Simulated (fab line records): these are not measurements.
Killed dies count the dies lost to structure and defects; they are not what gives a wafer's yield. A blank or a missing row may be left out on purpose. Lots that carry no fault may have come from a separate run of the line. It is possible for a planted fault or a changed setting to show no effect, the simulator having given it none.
fab line records ; flow gf180mcu
record: lots: 6; wafers: 18; last_day: 34
route steps=602 shown HV_LDD@220
lots that met no fault: from a run of the same line without faults
start_h: start of the lot's first displayed wafer, in hours after the record's first day ; wait_h: hours from the lot's prior step to this one ; " repeats the value in the row above ; L1.1+2: several wafers, shown together as one row ; - either no value or no given start ; * or withheld: withheld ; < > ~ a bound
route shown NAME@n: a module of which the file shows steps, and the number in the route of the first ; usual: average and standard deviation across the fault-free wafers ; same: alike in all rows ; chamber/n: place in a boat ; sites: each site's reading ; _std_site: standard deviation across them ; _edge_site: outer sites' mean less inner sites' ; radius_mm: how far each site lies from the wafer's centre ; mask NAME#n: copy n ; behind: the most recent tool/chamber to have shaped the wafer ; hold: why the lot went on hold/how many hours it stayed there/how the hold came to an end ; device: which transistor (n, p or np) failed to switch ; end of line: the route-end tests of the same wafers ; for a step that has no rows: nothing shown but its recipe ; killed: the dies lost at the first sort to structure and to defects; this is not the yield of the wafer ; map: the dies of a wafer, with x for killed, . for not killed, _ for no die there
set.NAME: the run value of the setting; set.NAME@STEP: its run value at that earlier step ; model.NAME: the simulator's own value behind a step, which no gauge read
lots at selected steps of the route; one table per step, one row per wafer
services: when a tool's chamber went out of use (start_h, in hours from the record's first day, below 0 if earlier), for how many hours, and the reason
== steps ==
step: GF_HV_LDD_PEB_44
recipe: temp_c: withheld; time_s: *; resist: NOVOLAK
step: GF_HV_LDD_DEVELOP_45
recipe: develop_time_s: 60; dev_temp_c: 23
step: GF_HV_LDD_CD_MEAS_46
recipe: target_cd_nm: 400
usual: cd_nm: 399.9/2.6
lot.wafer;tool;chamber;start_h;wait_h;cd_nm
L145.3;cd_sem-02;-;283.27;0.1;401.4
L145.5;cd_sem-02;-;283.27;0.1;398.2
L145.6;cd_sem-02;-;283.27;0.1;400.1
L155.1;cd_sem-01;-;362.63;0.1;403.5
L155.2;cd_sem-01;-;362.63;0.1;403.9
L155.3;cd_sem-01;-;362.63;0.1;402.3
L158.2;cd_sem-02;-;385.82;0.1;404.8
L158.3;cd_sem-02;-;385.82;0.1;402.5
L158.5;cd_sem-02;-;385.82;0.1;401.4
L159.3;cd_sem-02;-;392.93;0.1;401.0
L159.5;cd_sem-02;-;392.93;0.1;400.9
L159.6;cd_sem-02;-;392.93;0.1;400.3
L160.1;cd_sem-01;-;400.58;0.1;399.1
L160.3;cd_sem-01;-;400.58;0.1;400.0
L160.4;cd_sem-01;-;400.58;0.1;400.7
L166.3;cd_sem-01;-;457.76;0.1;399.0
L166.4;cd_sem-01;-;457.76;0.1;398.6
L166.5;cd_sem-01;-;457.76;0.1;399.4
step: GF_HV_LDD_OVL_MEAS_47
usual: HV_LDD_03_OVL: 0.1/1.5
lot.wafer;tool;chamber;start_h;wait_h;HV_LDD_03_OVL[nm]
L145.3;overlay-02;-;283.36;0.1;-1.7
L145.5;overlay-02;-;283.36;0.1;-1.0
L145.6;overlay-02;-;283.36;0.1;-2.2
L155.1;overlay-01;-;362.75;0.1;-1.3
L155.2;overlay-01;-;362.75;0.1;-0.3
L155.3;overlay-01;-;362.75;0.1;-1.3
L158.2;overlay-02;-;385.93;0.1;2.1
L158.3;overlay-02;-;385.93;0.1;-1.0
L158.5;overlay-02;-;385.93;0.1;1.2
L159.3;overlay-01;-;393.02;0.1;1.3
L159.5;overlay-01;-;393.02;0.1;1.0
L159.6;overlay-01;-;393.02;0.1;2.4
L160.1;overlay-02;-;400.70;0.1;0.6
L160.3;overlay-02;-;400.70;0.1;0.2
L160.4;overlay-02;-;400.70;0.1;-1.7
L166.3;overlay-01;-;457.86;0.1;1.5
L166.4;overlay-01;-;457.86;0.1;1.4
L166.5;overlay-01;-;457.86;0.1;0.9
step: GF_HV_LDD_IMPLANT_48
recipe: species: B; energy_kev: 25; dose_cm2: 3e+13; tilt_deg: 7
step: GF_HV_LDD_STRIP_49
recipe: chemistry: O2/N2; power_w: 1400; pressure_mtorr: 1500; platen_temp_c: 250; o2_flow_sccm: 3000; n2_flow_sccm: 300; overash_fraction: 0.5
usual: drypump_motor_current_A: 5.9/0.44; heater_power_w: 318/26; o2_flow_sccm: 3000/8.5; oes_product_au: 0.716/0.0041; strip_time_to_endpoint_s: 12.63/0.032
lot.wafer;tool;chamber;start_h;wait_h;drypump_motor_current_A;heater_power_w;o2_flow_sccm;oes_product_au;rf_hours_counter_h;strip_time_to_endpoint_s
L145.3;plasma_asher-04;0;283.57;0.1;5.7;332;3004;0.713;-;12.60
L145.5;plasma_asher-04;0;283.57;0.1;5.7;329;2999;0.720;-;12.60
L145.6;plasma_asher-04;1;283.57;0.1;5.4;354;2987;0.724;-;12.66
L155.1;plasma_asher-03;1;362.93;0.1;6.2;331;2996;0.714;73;12.61
L155.2;plasma_asher-03;0;362.93;0.1;5.1;294;3008;0.713;73;12.64
L155.3;plasma_asher-03;0;362.93;0.1;5.1;299;3008;0.711;-;12.65
L158.2;plasma_asher-04;1;386.11;0.1;5.5;350;3002;0.712;77;12.59
L158.3;plasma_asher-04;0;386.11;0.1;5.7;329;2998;0.719;-;12.58
L158.5;plasma_asher-04;1;386.11;0.1;5.5;351;3005;0.720;-;12.59
L159.3;plasma_asher-02;1;393.22;0.1;6.2;276;3011;0.710;-;12.67
L159.5;plasma_asher-02;1;393.22;0.1;6.2;267;3006;0.718;-;12.63
L159.6;plasma_asher-02;0;393.22;0.1;6.4;319;3014;0.717;-;12.64
L160.1;plasma_asher-04;0;400.88;0.1;5.7;321;2989;0.718;78;12.60
L160.3;plasma_asher-04;0;400.88;0.1;5.7;329;2995;0.714;-;12.64
L160.4;plasma_asher-04;1;400.88;0.1;5.5;342;2997;0.712;-;12.65
L166.3;plasma_asher-04;0;458.06;0.1;5.7;332;2997;0.720;-;12.66
L166.4;plasma_asher-04;1;458.06;0.1;5.5;357;2978;0.722;-;12.64
L166.5;plasma_asher-04;1;458.06;0.1;5.5;354;2991;0.722;-;12.65
step: GF_HV_LDD_TW_MEAS_50
usual: HV_LDD_4_TW: 572/3.1
lot.wafer;tool;chamber;start_h;wait_h;HV_LDD_4_TW
L145.3;film_metro-03;-;283.65;0.1;570
L145.5;film_metro-03;-;283.65;0.1;572
L145.6;film_metro-03;-;283.65;0.1;576
L155.1;film_metro-01;-;363.03;0.1;575
L155.2;film_metro-01;-;363.03;0.1;571
L155.3;film_metro-01;-;363.03;0.1;573
L158.2;film_metro-01;-;386.22;0.1;576
L158.3;film_metro-01;-;386.22;0.1;575
L158.5;film_metro-01;-;386.22;0.1;578
L159.3;film_metro-03;-;393.31;0.1;568
L159.5;film_metro-03;-;393.31;0.1;569
L159.6;film_metro-03;-;393.31;0.1;569
L160.1;film_metro-01;-;401.02;0.1;576
L160.3;film_metro-01;-;401.02;0.1;573
L160.4;film_metro-01;-;401.02;0.1;576
L166.3;film_metro-03;-;458.15;0.1;568
L166.4;film_metro-03;-;458.15;0.1;568
L166.5;film_metro-03;-;458.15;0.1;566
step: GF_HV_LDD_CLEAN_51
recipe: chemistry: SC1/SC2; mix: 1:4:20; temp_c: 70; time_s: 150; dry: n2_spin
step: GF_HV_LDD_RTA_52
recipe: temp_c: 1000; time_s: 10; ambient: N2
usual: lamp_power_pct: 30.2/1.5; wafer_temp_C_max: 1003.1/0.77
lot.wafer;tool;chamber;start_h;wait_h;lamp_power_pct;wafer_temp_C_max
L145.3;rtp_anneal-01;0;283.77;0.0;29.2;1001.7
L145.5;rtp_anneal-01;0;283.77;0.0;29.2;1003.0
L145.6;rtp_anneal-01;0;283.77;0.0;29.2;1002.6
L155.1;rtp_anneal-02;0;363.14;0.0;32.6;1002.3
L155.2;rtp_anneal-02;0;363.14;0.0;32.5;1002.5
L155.3;rtp_anneal-02;0;363.14;0.0;32.6;1002.2
L158.2;rtp_anneal-02;0;386.33;0.0;32.5;1002.8
L158.3;rtp_anneal-02;0;386.33;0.0;32.5;1003.1
L158.5;rtp_anneal-02;0;386.33;0.0;32.6;1002.9
L159.3;rtp_anneal-01;0;393.45;0.0;29.3;1004.7
L159.5;rtp_anneal-01;0;393.45;0.0;29.2;1003.1
L159.6;rtp_anneal-01;0;393.45;0.0;29.2;1003.6
L160.1;rtp_anneal-01;0;401.13;0.0;29.2;1003.4
L160.3;rtp_anneal-01;0;401.13;0.0;29.2;1004.6
L160.4;rtp_anneal-01;0;401.13;0.0;29.3;1002.4
L166.3;rtp_anneal-01;0;458.27;0.0;29.2;1003.3
L166.4;rtp_anneal-01;0;458.27;0.0;29.2;1003.9
L166.5;rtp_anneal-01;0;458.27;0.0;29.2;1002.9
step: GF_HV_LDD_RS_MEAS_53
recipe: thk_meas_gauge: four-point-probe
usual: HV_LDD_RS: 418.6/0.91
lot.wafer;tool;chamber;start_h;wait_h;HV_LDD_RS[ohm/sq]
L145.3;film_metro-04;-;283.85;0.1;418.1
L145.5;film_metro-04;-;283.85;0.1;418.4
L145.6;film_metro-04;-;283.85;0.1;418.2
L155.1;film_metro-01;-;363.21;0.1;418.8
L155.2;film_metro-01;-;363.21;0.1;419.7
L155.3;film_metro-01;-;363.21;0.1;419.4
L158.2;film_metro-03;-;386.41;0.1;417.7
L158.3;film_metro-03;-;386.41;0.1;418.8
L158.5;film_metro-03;-;386.41;0.1;417.4
L159.3;film_metro-01;-;393.57;0.1;418.9
L159.5;film_metro-01;-;393.57;0.1;418.2
L159.6;film_metro-01;-;393.57;0.1;418.6
L160.1;film_metro-04;-;401.27;0.1;419.2
L160.3;film_metro-04;-;401.27;0.1;418.8
L160.4;film_metro-04;-;401.27;0.1;419.6
L166.3;film_metro-03;-;458.35;0.1;420.1
L166.4;film_metro-03;-;458.35;0.1;418.1
L166.5;film_metro-03;-;458.35;0.1;418.3
step: GF_HV_LDD_CVD_54
recipe: material: SiO2; target_thk_nm: 10; precursor: TEOS; temp_c: 680; time_s: 75; pressure_mtorr: 400
step: GF_HV_LDD_THK_MEAS_55
recipe: reads: SiO2_of_HV_LDD_CVD_54
usual: HV_LDD_CVD_54_THK: 9.98/0.12
lot.wafer;tool;chamber;start_h;wait_h;HV_LDD_CVD_54_THK[nm]
L145.3;film_metro-04;-;284.97;0.0;10.11
L145.5;film_metro-04;-;284.97;0.0;10.11
L145.6;film_metro-04;-;284.97;0.0;10.13
L155.1;film_metro-04;-;364.35;0.0;10.08
L155.2;film_metro-04;-;364.35;0.0;9.99
L155.3;film_metro-04;-;364.35;0.0;10.09
L158.2;film_metro-03;-;387.54;0.0;9.88
L158.3;film_metro-03;-;387.54;0.0;9.81
L158.5;film_metro-03;-;387.54;0.0;9.88
L159.3;film_metro-04;-;394.70;0.0;9.84
L159.5;film_metro-04;-;394.70;0.0;9.72
L159.6;film_metro-04;-;394.70;0.0;9.85
L160.1;film_metro-04;-;402.41;0.0;10.04
L160.3;film_metro-04;-;402.41;0.0;10.07
L160.4;film_metro-04;-;402.41;0.0;10.02
L166.3;film_metro-03;-;459.47;0.0;9.78
L166.4;film_metro-03;-;459.47;0.0;9.85
L166.5;film_metro-03;-;459.47;0.0;10.02
step: GF_HV_LDD_CVD_56
recipe: material: Si3N4; precursor: DCS/NH3; target_thk_nm: 90; temp_c: 770; time_s: 1543; pressure_mtorr: 250
usual: pressure_mtorr: 249.9/0.53; spike_tc_bottom_C: 789.4/2.1; spike_tc_centre_C: 770.2/1.3; spike_tc_lower_C: 769.7/1.1; spike_tc_top_C: 784.5/2.1; spike_tc_upper_C: 769.7/1.1; zone_power_bottom_pct: 20.6/0.94
lot.wafer;tool;chamber;start_h;wait_h;pressure_mtorr;spike_tc_bottom_C;spike_tc_centre_C;spike_tc_lower_C;spike_tc_top_C;spike_tc_upper_C;zone_power_bottom_pct;model.Si3N4_of_HV_LDD_CVD_56.thk_nm
L145.3;lpcvd-02;0;285.01;0.0;250.3;790.1;769.7;770.4;784.5;770.4;20.7;89.1
L145.5;lpcvd-02;0;285.01;0.0;250.2;787.3;770.9;771.8;785.4;769.3;20.9;89.93
L145.6;lpcvd-02;0;285.01;0.0;249.6;787.6;770.6;769.6;784.3;769.7;20.6;89.39
L155.1;lpcvd-01;0;364.41;0.1;250.2;791.5;771.8;768.3;787.0;770.1;19.0;89.74
L155.2;lpcvd-01;0;364.41;0.1;249.9;787.6;771.8;769.1;787.1;768.8;19.1;88.92
L155.3;lpcvd-01;0;364.41;0.1;249.8;789.8;771.8;771.3;786.1;770.3;19.3;89.69
L158.2;lpcvd-02;1;387.59;0.0;249.7;809.9;792.7;792.5;804.7;793.1;23.4;138.4
L158.3;lpcvd-02;1;387.59;0.0;250.2;810.0;794.2;792.2;803.1;794.1;23.1;138.4
L158.5;lpcvd-02;1;387.59;0.0;250.1;810.3;789.7;792.7;804.4;792.0;23.4;138.4
L159.3;lpcvd-01;0;394.74;0.0;249.9;790.1;770.3;768.4;788.1;769.0;19.3;90.75
L159.5;lpcvd-01;0;394.74;0.0;250.0;791.1;772.8;770.0;786.6;769.4;19.2;90.27
L159.6;lpcvd-01;0;394.74;0.0;250.9;790.1;771.8;769.7;787.3;769.4;19.0;90.12
L160.1;lpcvd-02;1;402.47;0.1;250.4;809.9;793.4;791.8;803.9;793.0;22.8;138
L160.3;lpcvd-02;1;402.47;0.1;250.2;809.2;795.0;793.0;805.2;792.3;22.4;138.5
L160.4;lpcvd-02;1;402.47;0.1;250.2;810.4;792.5;793.2;804.7;791.6;23.1;138
L166.3;lpcvd-01;0;459.51;0.0;250.7;790.2;771.4;769.6;786.6;769.3;19.1;88.39
L166.4;lpcvd-01;0;459.51;0.0;250.7;789.9;771.4;767.9;786.3;768.9;19.6;87.48
L166.5;lpcvd-01;0;459.51;0.0;250.4;790.8;769.5;769.3;786.7;769.7;19.1;88.87
step: GF_HV_LDD_THK_MEAS_57
recipe: reads: Si3N4_of_HV_LDD_CVD_56
usual: HV_LDD_CVD_56_THK: 89.9/0.93
lot.wafer;tool;chamber;start_h;wait_h;hold;HV_LDD_CVD_56_THK[nm]
L145.3;film_metro-04;-;286.46;0.0;-;89.1
L145.5;film_metro-04;-;286.46;0.0;-;90.0
L145.6;film_metro-04;-;286.46;0.0;-;89.4
L155.1;film_metro-01;-;365.84;0.0;-;89.7
L155.2;film_metro-01;-;365.84;0.0;-;88.9
L155.3;film_metro-01;-;365.84;0.0;-;89.7
L158.2;film_metro-03;-;389.02;0.0;await_dispo/0.2h/release;138.4
L158.3;film_metro-03;-;389.02;0.0;await_dispo/0.2h/release;138.4
L158.5;film_metro-03;-;389.02;0.0;await_dispo/0.2h/release;138.4
L158.2;film_metro-03;-;389.25;0.2;-;138.5
L158.3;film_metro-03;-;389.25;0.2;-;138.6
L158.5;film_metro-03;-;389.25;0.2;-;138.3
L159.3;film_metro-01;-;396.18;0.0;-;90.7
L159.5;film_metro-01;-;396.18;0.0;-;90.2
L159.6;film_metro-01;-;396.18;0.0;-;90.1
L160.1;film_metro-04;-;403.89;0.0;await_dispo/0.2h/release;138.0
L160.3;film_metro-04;-;403.89;0.0;await_dispo/0.2h/release;138.6
L160.4;film_metro-04;-;403.89;0.0;await_dispo/0.2h/release;138.1
L160.1;film_metro-04;-;404.12;0.2;-;138.1
L160.3;film_metro-04;-;404.12;0.2;-;138.5
L160.4;film_metro-04;-;404.12;0.2;-;138.1
L166.3;film_metro-01;-;460.96;0.0;-;88.3
L166.4;film_metro-01;-;460.96;0.0;-;87.5
L166.5;film_metro-01;-;460.96;0.0;-;88.8
== services ==
tool;chamber;start_h;hours;kind
rtp_anneal-01;-;265.73;4.7;pm
plasma_asher-04;-;274.57;1.7;repair
plasma_asher-04;-;285.25;8.7;repair
plasma_asher-03;-;303.28;0.4;repair
lpcvd-02;-;354.24;0.2;repair
plasma_asher-03;-;366.02;1.3;pm
plasma_asher-03;-;421.25;9.0;pm
plasma_asher-03;0;421.25;9.0;vent_cycle
plasma_asher-03;1;421.25;9.0;vent_cycle
plasma_asher-03;0;430.25;-;clean
plasma_asher-03;1;430.25;-;clean
lpcvd-02;-;440.09;1.1;repair
== key ==
first_sign: step: GF_HV_LDD_CVD_56; reading: spike_tc_lower_C; direction: up; sigmas: 20; usual: 769.7; struck: 792.6
effect: step: GF_HV_LDD_CVD_56; reading: spike_tc_upper_C; direction: up; sigmas: 20; usual: 769.7; struck: 792.7
effect: step: GF_HV_LDD_THK_MEAS_57; reading: visit; direction: added
effect: step: GF_HV_LDD_THK_MEAS_57; reading: HV_LDD_CVD_56_THK; direction: up; sigmas: 52; usual: 89.9; struck: 138.3
model_effect: step: GF_HV_LDD_CVD_56; value: Si3N4_of_HV_LDD_CVD_56.thk_nm; without: 89.22; struck: 138.3
met_at GF_HV_LDD_CVD_56
struck_wafers L158.2,L158.3,L158.5,L160.1,L160.3,L160.4
scrapped_behind GF_HV_LDD_THK_MEAS_57 L158.2,L158.3,L158.5,L160.1,L160.3,L160.4
onset_between 285.01 387.59
fault: kind: process_parameter_drift; tool: lpcvd-02; chamber: -; onset_h: 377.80; steps: GF_HV_LDD_CVD_56; channel: temp_c; offset: *; shape: step; end_h: 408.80; acts_in: *; stated: *
